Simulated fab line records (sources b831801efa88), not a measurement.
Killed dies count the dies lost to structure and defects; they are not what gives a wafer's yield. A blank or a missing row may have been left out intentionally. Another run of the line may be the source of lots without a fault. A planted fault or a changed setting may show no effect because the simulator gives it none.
One fault seen from 2 desks :: flow gf180mcu :: every desk sees just its own numbers, and what lay behind them comes last

AT THE METROLOGY DESK
What the gauges read for every lot (on any tool): the sampled wafers with a number, averaged. Marked OUT: a lot whose mean sits more than 4 standard deviations from the usual mean, which makes it out of limits; the brackets give that distance.
Columns: A = NSD_RS at GF_PSD_RS_MEAS_14, usual 46.12 ohm/sq; B = M2_OVL at GF_M2_OVL_MEAS_15, usual -1 nm; C = M3_OVL at GF_M3_OVL_MEAS_15, usual 0 nm
lot: L301
first seen here: day 14 05:08
A: 46.23
B: -0
C: -8

lot: L304
first seen here: day 15 10:01
A: 46.25
B: 3
C: 3

lot: L305
first seen here: day 15 15:37
A: 46.22
B: -6
C: -3

lot: L306
first seen here: day 15 21:09
A: 46.05
B: -5
C: -4

lot: L308
first seen here: day 16 22:41
A: 46.13
B: -11
C: -1

lot: L311
first seen here: day 18 03:34
A: 46.11
B: 2
C: 11

lot: L313
first seen here: day 18 14:52
A: 46.04
B: 0
C: 9

lot: L316
first seen here: day 19 18:16
A: 47.84 (+22) OUT
B: 3
C: -6

lot: L317
first seen here: day 20 01:53
A: 47.68 (+20) OUT
B: 6
C: 2

lot: L318
first seen here: day 20 08:25
A: 46.13
B: -3
C: 10

lot: L322
first seen here: day 21 11:46
A: 46.01
B: 2
C: -2

lot: L323
first seen here: day 22 01:44
A: 46.06
B: -2
C: -7
Finding of this desk: L316, L317 out of limits, first seen on L316 at day 19 18:16 (NSD_RS at GF_PSD_RS_MEAS_14). Within limits: L301, L304, L305, L306, L308, L311, L313, L318, L322, L323.

FOR THE TOOL OWNER'S DESK: implanter-03
The tool's own readings at GF_NSD_IMPLANT_10, given as means over the sampled wafers that have a number, one for each lot that went through this tool. Marked OUT: a lot whose mean sits more than 4 standard deviations from the usual mean, which makes it out of limits; the brackets give that distance.
Columns: A = dose-ions-cm2 at GF_NSD_IMPLANT_10, usual 5e+14; B = faraday-current-uA at GF_NSD_IMPLANT_10, usual 2789
lot: L305
first seen here: day 14 18:07
A: 5e+14
B: 2779

lot: L306
first seen here: day 14 23:29
A: 5e+14
B: 2831

lot: L308
first seen here: day 15 22:31
A: 5e+14
B: 2742

lot: L313
first seen here: day 17 14:41
A: 5e+14
B: 2805

lot: L316
first seen here: day 18 18:01
A: 4e+14 (-99 or more) OUT
B: 2090 (-13) OUT

lot: L317
first seen here: day 19 01:13
A: 4e+14 (-99 or more) OUT
B: 2060 (-14) OUT
This desk finds L316, L317 out of limits, L316 being first, at day 18 18:01 (dose-ions-cm2 at GF_NSD_IMPLANT_10). Within limits: L305, L306, L308, L313.

TAKEN TOGETHER
The tool owner's desk had the chance to raise an alarm at day 18 18:01 on L316, L317.
At day 19 18:16 the metrology desk could have sounded an alarm, on L316, L317.
Every lot named ran GF_NSD_IMPLANT_10 on implanter-03.

WHAT THE SIMULATOR PUT IN
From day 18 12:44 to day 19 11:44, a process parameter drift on implanter-03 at GF_NSD_IMPLANT_10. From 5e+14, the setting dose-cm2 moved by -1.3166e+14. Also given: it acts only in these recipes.
Struck lots among those shown: L316, L317.
Delay (hours) between the fault's onset and each desk's first out-of-limits reading: 5 at the tool owner's desk, 30 at the metrology desk.
